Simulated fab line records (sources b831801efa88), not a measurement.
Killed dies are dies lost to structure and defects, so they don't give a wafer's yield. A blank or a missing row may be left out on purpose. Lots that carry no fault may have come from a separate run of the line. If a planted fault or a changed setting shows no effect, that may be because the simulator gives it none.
Matching of chambers | flow gf180mcu | pecvd-03 running GF_V2_CVD_02: 3 sister chambers
The step deposits SiO2 from TEOS, target thk 850 nm, time 94.851 s. 14 wafers are shown with their chamber, then 7 later ones without.

== WAFERS, EACH WITH ITS CHAMBER ==
wafer  | chamber | heater-power-w (W) | susceptor-temp-C (C)
L074.3 | 2       | 897                | 400.12
L074.5 | 2       | 733                | 400.23
L074.6 | 0       | 925                | 399.97
L081.1 | 2       | 750                | 399.99
L081.3 | 1       | 577                | 400.02
L081.6 | 2       | 813                | 399.93
L083.3 | 2       | 785                | 399.77
L083.5 | 2       | 836                | 400.30
L083.6 | 1       | 560                | 400.21
L092.1 | 2       | 773                | 400.34
L092.2 | 1       | 494                | 399.71
L092.3 | 0       | 887                | 400.01
L093.1 | 1       | 571                | 400.34
L093.3 | 2       | 894                | 400.12

SIGNATURES (averages over the wafers above)
reading          | chamber 0 | chamber 1 | chamber 2 | scatter within a chamber
heater-power-w   | 906.00    | 550.50    | 810.12    | 53.9
susceptor-temp-C | 399.9900  | 400.0700  | 400.1000  | 0.211
Rule: a wafer's distance from a chamber is the root of the sum, over the readings, of the square of ((its reading less the chamber's mean) divided by the reading's scatter). If the next closest chamber is less than 2 further off than the closest, the wafer can't be placed; otherwise it belongs to the closest. The scatter: take each reading less its chamber's mean, square it, sum over the shown wafers, divide by the number of wafers less the number of chambers, and take the root.

== WAFERS MISSING THEIR CHAMBER ==
wafer  | heater-power-w (W) | susceptor-temp-C (C)
L093.4 | 784                | 399.98
L094.2 | 778                | 399.88
L094.3 | 596                | 399.83
L094.5 | 849                | 399.79
L095.1 | 816                | 400.22
L095.5 | 572                | 399.85
L095.6 | 895                | 400.30

== EACH ONE'S CHAMBER ==
wafer  | from the rows above     | in truth
L093.4 | can't be placed: 2 or 0 | 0
L094.2 | can't be placed: 2 or 0 | 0
L094.3 | 1                       | 1
L094.5 | can't be placed: 0 or 2 | 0
L095.1 | can't be placed: 2 or 0 | 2
L095.5 | 1                       | 1
L095.6 | can't be placed: 0 or 2 | 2
Placed correctly: 2 of 7. Not placeable from these rows: 5 (in 5, the candidates include the true chamber). 0 placed wrongly.
